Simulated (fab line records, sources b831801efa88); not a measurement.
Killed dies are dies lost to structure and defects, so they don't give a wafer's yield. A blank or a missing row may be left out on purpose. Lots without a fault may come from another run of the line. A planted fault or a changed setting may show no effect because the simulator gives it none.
Problem report in the 8D (eight disciplines) form, filled by code | flow gf180mcu | the parts of the form that need people (team, actions taken, sign-off) are left out

1. THE PROBLEM
M2_ALCU_RS at GF_M2_RS_MEAS_05 reads a mean of 0.1009 ohm/sq on 6 wafers of 2 lots; wafers without a fault read 0.0673 ohm/sq with a standard deviation of 0.00078. That is +43 standard deviations from the usual mean.
The step: measures by four-point-probe.
First seen on wafer L317.2, day 20 17:14, on film_metro-02. The record holds 33 wafers of 11 lots with a number at this step. Rule for "out", or "out of limits": more than 4 standard deviations from the usual mean. The other wafers with a number count as sound.

2. WHAT IT IS AND WHAT IT IS NOT
question                    | is                     | is not
which readings at this step | M2_ALCU_RS             | -
which lots                  | L317, L318             | L311, L312, L323, L324, L325, L328, L329, L330, L332
which wafers of those lots  | all that have a number | -
read on which gauges        | film_metro-02          | film_metro-03, film_metro-04
when                        | from day 20 17:14      | up to then (6 sound wafers); but 21 sound wafers of L323, L324, L325, L328, L329, L330, L332 came after

3. SUSPECTS, AND WHAT RULES EACH OUT
Counting: a tool at a process step up to the reading stays a suspect if it ran every lot that is out and no sound lot after the first of them.
- the gauge at GF_M2_RS_MEAS_05: kept. All the wafers that are out were read on film_metro-02, and no step on other tools shows them out.
- pvd_sputter-02 at GF_M2_SPUTTER_02 (material AlCu, target thk 450 nm, time 23.9 s): kept. It ran every lot that is out, first L317 (day 20 17:08), and no sound lot after that; its last sound lot up to then is L312 (day 19 05:19).
Left after counting: pvd_sputter-02 at GF_M2_SPUTTER_02, film_metro-02 at GF_M2_RS_MEAS_05.

4. THE CAUSE (what the simulator had put in)
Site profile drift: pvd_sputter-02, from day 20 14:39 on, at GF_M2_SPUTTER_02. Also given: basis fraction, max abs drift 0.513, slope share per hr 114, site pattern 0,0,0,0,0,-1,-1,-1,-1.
Counting left 2 suspects, and this tool is among them.

5. THE CHAIN OF EFFECTS, in route order
Each row: a reading whose mean over the struck wafers that have a number lies more than 3 standard deviations from the usual. Only readings for which the record gives a usual standard deviation are gone through. hours: the time from each lot's start at the first step in this table that gives one to its start at this step, as a median over the lots. sigmas: the change in usual standard deviations.
hours | step              | reading     | usual         | on struck wafers | change  | sigmas
0     | GF_M2_RS_MEAS_05  | M2_ALCU_RS  | 0.0673 ohm/sq | 0.1009           | +0.0336 | +43
4     | GF_M2_THK_MEAS_06 | M2_ALCU_THK | 471 nm        | 360              | -111    | -20
Later measuring or inspecting steps at which every struck wafer that the step has a row for has a number for every such reading, and none has moved that far: GF_V2_THK_MEAS_03.

6. WHAT WOULD HAVE CAUGHT IT SOONER
In this record the first reading out of limits at a measuring or inspecting step was taken at day 20 17:14, 3 hours after the fault began at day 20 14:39.
Of the tool readings at GF_M2_SPUTTER_02 for which the record gives a usual standard deviation, none was out on any struck wafer, so an alarm limit of 4 standard deviations on them would not have fired.
Of the lots that are out (2), L318 began GF_M2_SPUTTER_02 on pvd_sputter-02 after day 20 17:14. A hold on the tool at that time would have spared it.
